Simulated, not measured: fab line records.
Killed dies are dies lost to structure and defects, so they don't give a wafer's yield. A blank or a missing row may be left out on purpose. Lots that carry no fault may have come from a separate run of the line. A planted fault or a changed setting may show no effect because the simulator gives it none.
Lot-split experiment | flow sky130 | route with 708 steps; 5 lots, 23 wafers read

== SPLIT DETAILS ==
At SKY_LDD_HVP_IMPLANT_08, the setting dose_cm2 was moved away from the recipe's 1.7e+13 on 11 of the 23 wafers read, by -7.4% to +7.5%. The other wafers ran this setting at the recipe's value.

== BETWEEN THE SPLIT AND THE READING: the file shows 1 step in between ==
- SKY_LDD_HVP_STRIP_09: strips in O2/N2

== THE READING ==
LDD_HVP_TW, at SKY_LDD_HVP_TW_MEAS_10. Fault-free wafers of this fab line usually give 455.2, standard deviation 2.6.

wafer  | tool, chamber at the split | dose_cm2 as run | against the recipe | LDD_HVP_TW | against lot-mates on the recipe
L076.1 | implanter-03, 0            | 1.7e+13         | recipe             | 455.4      | -
L076.2 | implanter-03, 0            | 1.653e+13       | -2.8%              | 450.3      | -5.4
L076.3 | implanter-03, 0            | 1.653e+13       | -2.8%              | 445.7      | -10.0
L076.5 | implanter-03, 0            | 1.653e+13       | -2.8%              | 453.8      | -1.9
L076.6 | implanter-03, 0            | 1.7e+13         | recipe             | 456.0      | -
L078.1 | implanter-02, 0            | 1.7e+13         | recipe             | 452.6      | -
L078.3 | implanter-02, 0            | 1.827e+13       | +7.5%              | 464.0      | +12.9
L078.4 | implanter-02, 0            | 1.7e+13         | recipe             | 448.8      | -
L078.5 | implanter-02, 0            | 1.827e+13       | +7.5%              | 460.7      | +9.6
L078.6 | implanter-02, 0            | 1.7e+13         | recipe             | 451.8      | -
L083.1 | implanter-04, 0            | 1.813e+13       | +6.6%              | 465.7      | +9.7
L083.2 | implanter-04, 0            | 1.7e+13         | recipe             | 457.6      | -
L083.3 | implanter-04, 0            | 1.7e+13         | recipe             | 454.4      | -
L083.4 | implanter-04, 0            | 1.813e+13       | +6.6%              | 463.8      | +7.8
L083.5 | implanter-04, 0            | 1.813e+13       | +6.6%              | 465.4      | +9.4
L081.4 | implanter-03, 0            | 1.7e+13         | recipe             | 455.4      | -
L081.5 | implanter-03, 0            | 1.7e+13         | recipe             | 457.0      | -
L081.6 | implanter-03, 0            | 1.7e+13         | recipe             | 457.8      | -
L084.1 | implanter-04, 0            | 1.575e+13       | -7.4%              | 447.8      | -12.4
L084.2 | implanter-04, 0            | 1.7e+13         | recipe             | 461.4      | -
L084.3 | implanter-04, 0            | 1.7e+13         | recipe             | 459.1      | -
L084.4 | implanter-04, 0            | 1.575e+13       | -7.4%              | 449.0      | -11.2
L084.5 | implanter-04, 0            | 1.575e+13       | -7.4%              | 445.2      | -15.1

FIT RESULTS
A straight line over all 23 wafers: LDD_HVP_TW changes by +1.21 for each +1% of dose_cm2; r = +0.87; the points scatter about the line by 3.1.
The same after taking each lot's own level away (the mean of its wafers on the recipe; 23 wafers): +1.59 for each +1%; r = +0.97; scatter 1.9.
On that fit, the largest move of dose_cm2 shifts the reading by 12.
Measured against the standard deviation above, the lots' own levels, which go from 451.07 to 460.25, span 3.5 times it.
So the lot-to-lot level changes the slope: the two fits differ.
Check: for one of the wafers moved furthest among these (+7.5%), held out of the fit, the line's prediction against its lot-mates is +11. It came out at +12.9 against them.

== THE OTHER SPLITS THESE WAFERS WENT THROUGH ==
Note: prior to the reading, these wafers also went through further splits. Each is held against what the fit with the lots' levels taken away leaves over:
other split on the same wafers           | wafers away from the commonest value | r with LDD_HVP_TW (lot level and that fit taken away)
SKY_GATE_OXIDE_DEVELOP_09 develop_time_s | 8                                    | +0.22
SKY_POLY_GATE_COAT_07 spin_rpm           | 7                                    | -0.15
SKY_POLY_GATE_EXPOSE_10 dose_mj          | 9                                    | -0.37
SKY_POLY_GATE_ETCH_17 time_s             | 6                                    | +0.37
SKY_LDD_P_DEVELOP_06 dev_temp_c          | 10                                   | -0.09
SKY_LDD_P_IMPLANT_09 energy_kev          | 9                                    | -0.03

== FILE'S OWN FIT ==
LDD_HVP_TW changes by +1.58 for each +1% of dose_cm2, r = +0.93.
